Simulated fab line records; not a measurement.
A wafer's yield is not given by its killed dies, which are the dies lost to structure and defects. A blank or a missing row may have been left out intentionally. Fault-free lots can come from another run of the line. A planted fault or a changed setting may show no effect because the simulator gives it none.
Which tool did it? ; flow gf180mcu ; 11 lots with 33 wafers sampled at 6 steps, on a route of 602 steps

## WHAT THE GAUGES SHOWED, per wafer
GF_HV_LDD_TW_MEAS_11. Usual: HV_LDD_TW 2409, standard deviation 12.
lot;measured;on;HV_LDD_TW;flag
L412;day 10 11:06;film_metro-01;2413 2420 2419;
L413;day 10 15:35;film_metro-01;2425 2423 2431;
L414;day 11 00:53;film_metro-01;2413 2405 2403;
L415;day 11 07:37;film_metro-02;2394 2388 2392;
L416;day 11 09:34;film_metro-01;2416 2407 2418;
L418;day 12 04:59;film_metro-02;2394 2412 2432;
L419;day 12 08:55;film_metro-01;2403 2413 2414;
L420;day 12 16:40;film_metro-03;2416 2409 2419;
L425;day 14 08:40;film_metro-01;2841 2866 2847;OFF
L426;day 14 16:58;film_metro-01;2848 2843 2855;OFF
L431;day 16 12:34;film_metro-02;2416 2405 2410;

GF_HV_LDD_RS_MEAS_53: uses a four-point probe to measure. Usual: HV_LDD_RS 418.0 ohm/sq, standard deviation 0.82.
lot;measured;on;HV_LDD_RS (ohm/sq);flag
L412;day 12 21:41;film_metro-03;418.5 417.6 418.6;
L413;day 13 01:57;film_metro-01;418.7 418.9 418.8;
L414;day 13 12:59;film_metro-03;418.0 417.9 418.2;
L415;day 13 18:34;film_metro-01;418.7 418.7 417.8;
L416;day 13 22:07;film_metro-02;417.0 417.4 416.6;
L418;day 14 19:57;film_metro-03;418.5 416.2 417.4;
L419;day 14 23:07;film_metro-01;417.8 417.7 417.5;
L420;day 15 07:20;film_metro-02;416.5 416.9 417.3;
L425;day 17 02:22;film_metro-02;318.4 317.8 318.6;OFF
L426;day 17 12:34;film_metro-02;318.0 317.6 317.4;OFF
L431;day 19 11:17;film_metro-01;419.5 419.2 419.0;

GF_NSD_CD_MEAS_07: the cd target is 400 nm. Usual: cd_nm 400.2 nm, standard deviation 1.9.
lot;measured;on;cd_nm (nm);flag
L412;day 13 20:14;cd_sem-02;399.2 400.3 399.9;
L413;day 14 01:22;cd_sem-02;397.2 398.5 398.4;
L414;day 14 14:16;cd_sem-02;399.8 400.7 400.9;
L415;day 14 17:29;cd_sem-01;400.6 400.0 400.5;
L416;day 14 22:02;cd_sem-01;397.8 398.5 401.3;
L418;day 15 21:25;cd_sem-01;400.7 398.7 401.9;
L419;day 15 22:41;cd_sem-02;402.1 403.2 400.0;
L420;day 16 08:35;cd_sem-02;401.1 401.6 398.9;
L425;day 18 05:36;cd_sem-01;403.6 401.9 401.3;
L426;day 18 14:06;cd_sem-02;401.1 401.5 399.0;
L431;day 20 13:29;cd_sem-02;400.6 400.7 399.5;

## EACH LOT AND THE TOOL THAT RAN IT (in order: tool; ch and the chambers of the sampled wafers; start)
lot;GF_STI_STRIP_15;GF_POLY_GATE_ETCH_12;GF_HV_LDD_IMPLANT_09
L412;plasma_asher-04 ch 0,1, day 2 06:52;rie_diel-02 ch 0,1,3, day 9 12:32;implanter-01 ch 0, day 10 10:52
L413;plasma_asher-01 ch 0,1, day 2 12:17;rie_diel-02 ch 1,2, day 9 19:35;implanter-01 ch 0, day 10 15:22
L414;plasma_asher-01 ch 0,1, day 2 16:44;rie_diel-01 ch 1,2,3, day 10 02:25;implanter-03 ch 0, day 11 00:38
L415;plasma_asher-01 ch 0,1, day 3 00:43;rie_diel-03 ch 0,1,2, day 10 10:40;implanter-03 ch 0, day 11 07:22
L416;plasma_asher-04 ch 0,1, day 3 03:01;rie_diel-02 ch 0,1,2, day 10 13:05;implanter-01 ch 0, day 11 09:20
L418;plasma_asher-04 ch 0,1, day 3 13:35;rie_diel-03 ch 1,2,3, day 11 06:53;implanter-03 ch 0, day 12 04:44
L419;plasma_asher-01 ch 1, day 3 18:50;rie_diel-01 ch 0,1,3, day 11 11:56;implanter-03 ch 0, day 12 08:40
L420;plasma_asher-01 ch 0,1, day 4 00:58;rie_diel-01 ch 1,2,3, day 11 19:31;implanter-03 ch 0, day 12 16:26
L425;plasma_asher-01 ch 0,1, day 5 04:32;rie_diel-02 ch 0,1,2, day 13 10:47;implanter-01 ch 0, day 14 08:25
L426;plasma_asher-01 ch 1, day 5 06:55;rie_diel-03 ch 0,2, day 13 18:29;implanter-01 ch 0, day 14 16:44
L431;plasma_asher-01 ch 0,1, day 6 09:56;rie_diel-01 ch 0,1,2, day 15 11:53;implanter-04 ch 0, day 16 12:20
- GF_STI_STRIP_15: strips in O2/N2.
- GF_POLY_GATE_ETCH_12: etches BARC in N2/H2.
- GF_HV_LDD_IMPLANT_09

## AS READ BY THE TOOLS THEMSELVES (means over the sampled wafers that have a number; for cases with no such wafer, the mark the record gives instead)
GF_STI_STRIP_15. Usual: drypump_motor_current_A 6.0 A, standard deviation 0.48; heater_power_w 346 W, standard deviation 62; n2_flow_sccm 299.9 sccm, standard deviation 0.89; oes_product_au 0.385 a.u., standard deviation 0.0057; strip_time_to_endpoint_s 3.75 s, standard deviation 0.061.
lot;tool;drypump_motor_current_A (A);heater_power_w (W);n2_flow_sccm (sccm);oes_product_au (a.u.);strip_time_to_endpoint_s (s);flag
L412;plasma_asher-04;6.5;320;300.2;0.378;3.74;
L413;plasma_asher-01;5.5;402;300.1;0.385;3.81;
L414;plasma_asher-01;5.6;359;300.2;0.383;3.72;
L415;plasma_asher-01;5.6;355;299.2;0.382;3.79;
L416;plasma_asher-04;6.5;315;299.6;0.387;3.81;
L418;plasma_asher-04;6.4;302;300.0;0.379;3.70;
L419;plasma_asher-01;5.4;453;298.9;0.382;3.72;
L420;plasma_asher-01;5.6;358;300.2;0.381;3.73;
L425;plasma_asher-01;5.5;403;300.5;0.388;3.76;
L426;plasma_asher-01;5.4;462;299.2;0.389;3.81;
L431;plasma_asher-01;5.6;360;300.2;0.387;3.76;

GF_POLY_GATE_ETCH_12. Usual: drypump_motor_current_A 5.6 A, standard deviation 0.47; n2_flow_sccm 100.0 sccm, standard deviation 0.3; oes_product_au 0.735 a.u., standard deviation 0.0045; throttle_valve_pct 13.214 %, standard deviation 0.0084.
lot;tool;drypump_motor_current_A (A);n2_flow_sccm (sccm);oes_product_au (a.u.);throttle_valve_pct (%);flag
L412;rie_diel-02;6.0;99.9;0.735;13.213;
L413;rie_diel-02;5.9;100.2;0.736;13.219;
L414;rie_diel-01;5.3;100.1;0.739;13.212;
L415;rie_diel-03;5.3;100.3;0.744;13.213;
L416;rie_diel-02;6.0;99.9;0.736;13.208;
L418;rie_diel-03;5.2;100.1;0.737;13.219;
L419;rie_diel-01;5.6;100.2;0.733;13.215;
L420;rie_diel-01;5.3;100.0;0.733;13.213;
L425;rie_diel-02;6.0;99.9;0.734;13.210;
L426;rie_diel-03;5.5;100.2;0.738;13.210;
L431;rie_diel-01;5.3;100.0;0.733;13.205;

GF_HV_LDD_IMPLANT_09. Usual: dose_ions_cm2 1e+14, standard deviation 1.1e+11; faraday_current_uA 564, standard deviation 11; tilt_deg 7.003 degrees, standard deviation 0.023.
lot;tool;dose_ions_cm2;faraday_current_uA;tilt_deg (degrees);flag
L412;implanter-01;1e+14;550;7.020;
L413;implanter-01;1e+14;567;6.985;
L414;implanter-03;1e+14;568;7.000;
L415;implanter-03;1e+14;544;7.005;
L416;implanter-01;1e+14;567;7.038;
L418;implanter-03;1e+14;571;6.998;
L419;implanter-03;1e+14;567;6.978;
L420;implanter-03;1e+14;555;6.977;
L425;implanter-01;2e+14;1089;6.990;OFF
L426;implanter-01;2e+14;1099;7.003;OFF
L431;implanter-04;1e+14;570;7.029;

## THE ANSWER, worked out from the rows above alone
Rule: a lot is off if the mean of its wafers that have a number lies more than 3 standard deviations from the usual mean. Also off: a lot with no number at a reading for which 4 or more lots have one. Any other lot the step has rows for is counted as sound. First the gauges in route order, then the tools' own readings, where a lot's mean is used as printed above. The first step at which some lot is off is used, and at that step the reading that is off furthest; a lot without a number counts as furthest.
Off: L425, L426, at GF_HV_LDD_TW_MEAS_11 (HV_LDD_TW).
If a tool, at a process step before that reading, ran all the lots that are off and no sound lot after the first of them, it fits. Not tried: the gauges at GF_HV_LDD_TW_MEAS_11; whatever is off there is also off at GF_HV_LDD_RS_MEAS_53, on other tools, and gauge error can't account for it. One candidate fits, namely implanter-01 at GF_HV_LDD_IMPLANT_09. A fault onset in the window from L416 (day 11 09:20, its last sound lot) to L425 (day 14 08:25, its first lot off) fits.
The tool's own readings at GF_HV_LDD_IMPLANT_09 bear it out: on the lots that are off they differ by more than 5 times the standard deviation of the sound lots' means. dose_ions_cm2 reads 2e+14 there against 1e+14 on the sound lots; faraday_current_uA reads 1094 there against 562 on the sound lots.

## WHAT WAS PUT IN BY THE SIMULATOR
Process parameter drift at GF_HV_LDD_IMPLANT_09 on implanter-01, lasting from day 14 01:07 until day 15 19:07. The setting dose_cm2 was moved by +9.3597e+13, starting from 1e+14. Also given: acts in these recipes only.
Struck lots among those shown: L425, L426. The rule given above showed the same thing.
